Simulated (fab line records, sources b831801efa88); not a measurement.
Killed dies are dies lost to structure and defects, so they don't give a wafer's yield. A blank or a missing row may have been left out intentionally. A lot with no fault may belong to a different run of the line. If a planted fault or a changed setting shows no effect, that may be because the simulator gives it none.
2 desks looking at one fault :: flow sky130 :: only its own numbers are on each desk; what lay behind them is given at the end

AT THE TOOL OWNER'S DESK: implanter-03
The tool's own readings at SKY_POLY_GATE_IMPLANT_02: means of the sampled wafers that have a number, for each lot that ran on this tool. If a lot's mean is further than 4 standard deviations from the usual mean, the lot is out of limits and carries the mark OUT (the distance appears in the brackets).
Columns: A = beam on s at SKY_POLY_GATE_IMPLANT_02, usual 35.7 s; B = dose ions cm2 at SKY_POLY_GATE_IMPLANT_02, usual 7.702e+15; C = end station pressure torr at SKY_POLY_GATE_IMPLANT_02, usual 1.08e-05 Torr
lot: L948
first seen here: day 15 01:23
A: 37.5
B: 7.698e+15
C: 1.01e-05

lot: L953
first seen here: day 16 17:35
A: 37.8
B: 7.708e+15
C: 1.03e-05

lot: L960
first seen here: day 19 07:26
A: 38.0
B: 7.693e+15
C: 1.03e-05

lot: L964
first seen here: day 20 19:37
A: 15.9 (-12) OUT
B: 3.205e+15 (-99 or more) OUT
C: 1.28e-05

lot: L965
first seen here: day 21 06:52
A: 16.0 (-12) OUT
B: 3.201e+15 (-99 or more) OUT
C: 1.35e-05 (+4.1) OUT
This desk finds L964, L965 out of limits, L964 being first, at day 20 19:37 (beam on s at SKY_POLY_GATE_IMPLANT_02). L948, L953, L960: within limits.

THE METROLOGY DESK
What the gauges read for every lot (on any tool): the sampled wafers with a number, averaged. If a lot's mean is further than 4 standard deviations from the usual mean, the lot is out of limits and carries the mark OUT (the distance appears in the brackets).
Columns: A = POLY_GATE_TW at SKY_RES_PROTECT_TW_MEAS_08, usual 4086
lot: L948
first seen here: day 15 01:38
A: 4115

lot: L949
first seen here: day 15 04:08
A: 4100

lot: L953
first seen here: day 16 17:50
A: 4056

lot: L955
first seen here: day 17 07:47
A: 4119

lot: L960
first seen here: day 19 07:40
A: 4082

lot: L963
first seen here: day 20 19:27
A: 4121

lot: L964
first seen here: day 20 19:50
A: 3735 (-10) OUT

lot: L965
first seen here: day 21 07:08
A: 3759 (-9.6) OUT

lot: L966
first seen here: day 21 07:23
A: 4039

lot: L971
first seen here: day 23 03:55
A: 4127
Per this desk, out of limits: L964, L965; the first was L964, day 20 19:50 (POLY_GATE_TW at SKY_RES_PROTECT_TW_MEAS_08). L948, L949, L953, L955, L960, L963, L966, L971: within limits.

ALL TOGETHER
The tool owner's desk had the chance to raise an alarm at day 20 19:37 on L964, L965.
At day 20 19:50 the metrology desk could have sounded an alarm, on L964, L965.
Every lot named ran SKY_POLY_GATE_IMPLANT_02 on implanter-03.

WHAT HAD BEEN PUT IN BY THE SIMULATOR
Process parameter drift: implanter-03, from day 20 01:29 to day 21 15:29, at SKY_POLY_GATE_IMPLANT_02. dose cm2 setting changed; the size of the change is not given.
Lots struck among those shown: L964, L965.
Hours from the fault's start to each desk's first reading out of limits: the tool owner's desk, 18; the metrology desk, 18.
